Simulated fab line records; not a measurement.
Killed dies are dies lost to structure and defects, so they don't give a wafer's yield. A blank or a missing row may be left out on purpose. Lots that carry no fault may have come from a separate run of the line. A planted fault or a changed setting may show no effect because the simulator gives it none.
Which tool is to blame? | flow sky130 | 6 lots with 18 wafers sampled at 2 steps, on a route of 708 steps

== WHAT THE GAUGES SHOWED, per wafer ==
SKY_LOCAL_INTERCONNECT_RS_MEAS_01: measures by four-point-probe.
lot  | measured     | on           | LOCAL_INTERCONNECT_TIN_RS (ohm/sq)
L710 | day 31 01:23 | filmMetro-01 | 14.16 13.98 14.00
L712 | day 31 16:27 | filmMetro-04 | 14.12 13.98 14.13
L714 | day 32 10:32 | filmMetro-04 | 13.99 13.98 14.12
L724 | day 35 10:48 | filmMetro-01 | 14.00 14.14 14.18
L726 | day 36 05:08 | filmMetro-01 | 13.93 13.89 13.89
L729 | day 36 22:14 | filmMetro-04 | 14.31 14.30 14.13

== TOOL THAT RAN EACH LOT (tool first, then ch and the chambers of the sampled wafers, then the start) ==
lot  | SKY_LOCAL_INTERCONNECT_SPUTTER_00
L710 | pvdSputter-01, day 31 01:17
L712 | pvdSputter-01, day 31 16:23
L714 | pvdSputter-02, day 32 10:29
L724 | pvdSputter-02, day 35 10:44
L726 | pvdSputter-01, day 36 05:04
L729 | pvdSputter-04, day 36 22:08
- SKY_LOCAL_INTERCONNECT_SPUTTER_00: material TiN, target thk 100 nm, time 83.3 s.

== THE ANSWER, worked out from the rows above alone ==
Rule: the usual values come from the lots themselves. Put in order of their means at a reading, lots are off if they are a third of the lots or fewer, leave a main group of 4 or more, and stand apart from it by a gap of 3 or more times the standard deviation of the main group's means; of several such gaps the widest counts. Not used: any main group whose means are identical at the precision the tables above print for the reading. A lot without any number at a reading at which 4 lots or more have one is off too. All remaining lots with rows at the step are treated as sound.
Nothing can be told from this: no lot is off at any reading shown.

== WHAT THE SIMULATOR HAD PUT IN ==
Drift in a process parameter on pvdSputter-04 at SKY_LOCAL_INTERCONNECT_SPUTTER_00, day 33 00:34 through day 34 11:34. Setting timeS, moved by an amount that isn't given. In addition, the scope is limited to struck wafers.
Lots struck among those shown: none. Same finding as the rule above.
